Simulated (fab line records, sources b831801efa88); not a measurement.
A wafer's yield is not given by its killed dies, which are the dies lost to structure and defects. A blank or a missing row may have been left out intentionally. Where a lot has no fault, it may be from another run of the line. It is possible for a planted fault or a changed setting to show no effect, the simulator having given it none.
Problem report, 8D (eight disciplines) form, completed by code -- flow sky130 -- the parts of the form that need people (team, actions taken, sign-off) are left out

== 1. WHAT WENT WRONG ==
Wafers free of any fault read 1447 (standard deviation 8.5) for LDD_HVN_TW at SKY_LDD_HVN_TW_MEAS_10, against a mean of 1650 on 6 wafers of 2 lots. Measured from the usual mean, that is +24 standard deviations.
Earliest sighting: wafer L951.4 on film_metro-01 at day 25 09:46. Wafers with a number at this step in the record: 39, from 13 lots. Rule for "out" (also "out of limits"): further than 4 standard deviations from the usual mean. Any other wafer with a number is counted as sound.

== 2. WHAT THIS IS AND IS NOT ==
question,is,is not
which readings at this step,LDD_HVN_TW,-
which lots,"L951, L952","L940, L941, L942, L943, L945, L949, L953, L954, L955, L959, L960"
which wafers of those lots,all that have a number,-
read on which gauges,"film_metro-01, film_metro-04",film_metro-03
when,from day 25 09:46,"up to then (18 sound wafers); but 15 sound wafers of L953, L954, L955, L959, L960 came after"

== 3. SUSPECTS, AND WHAT RULES EACH OUT ==
Counting: a tool at a process step up to the reading stays a suspect if it ran every lot that is out and no sound lot after the first of them.
- ruled out: the gauge at SKY_LDD_HVN_TW_MEAS_10. The wafers that are out were read on 2 gauges (film_metro-01, film_metro-04).
- implanter-04 at SKY_LDD_HVN_IMPLANT_08: kept. Every lot that is out went through it, starting with L951 (day 25 09:34), and after that it ran no sound lot; the last sound lot it ran before then is L949 (day 24 00:32). Out on those wafers are its own readings of dose_ions_cm2, faraday_current_uA.
Left after counting: implanter-04 at SKY_LDD_HVN_IMPLANT_08.

== 4. THE CAUSE (what the simulator had put in) ==
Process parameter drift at SKY_LDD_HVN_IMPLANT_08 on implanter-04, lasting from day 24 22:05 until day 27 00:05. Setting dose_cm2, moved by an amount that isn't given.
The count eliminated every tool but this one.

== 5. THE EFFECT CHAIN, in route order ==
One row per reading whose mean, taken over the struck wafers that have a number, lies over 3 standard deviations from the usual. Only readings whose record carries a usual standard deviation are examined. hours: median over the lots of the time between each lot's start at the first step of this table that gives one and its start at this step. sigmas: the change, counted in usual standard deviations.
hours,step,reading,usual,on struck wafers,change,sigmas
0,SKY_LDD_HVN_IMPLANT_08,dose_ions_cm2,3e+13,5e+13,+2e+13,+99 or more
0,SKY_LDD_HVN_IMPLANT_08,faraday_current_uA,169,257,+88,+29
0,SKY_LDD_HVN_TW_MEAS_10,LDD_HVN_TW,1447,1650,+204,+24
Process steps it contains:
- SKY_LDD_HVN_IMPLANT_08
Later measuring or inspecting steps at which every struck wafer that the step has a row for has a number for every such reading, and none has moved that far: SKY_LDD_LDN_OVL_MEAS_07.

== 6. HOW IT WOULD HAVE BEEN CAUGHT EARLIER ==
12 hours passed between the start of the fault at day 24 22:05 and the first reading out of limits at a measuring or inspecting step in this record, taken at day 25 09:46.
At SKY_LDD_HVN_IMPLANT_08, the tool's own readings (dose_ions_cm2, faraday_current_uA) were out on each struck wafer the step has a row for, so an alarm limit on them would have fired on the first such wafer.
Lots out: 2; of these, L952 started SKY_LDD_HVN_IMPLANT_08 on implanter-04 after day 25 09:46. Holding the tool at that time would have saved it.
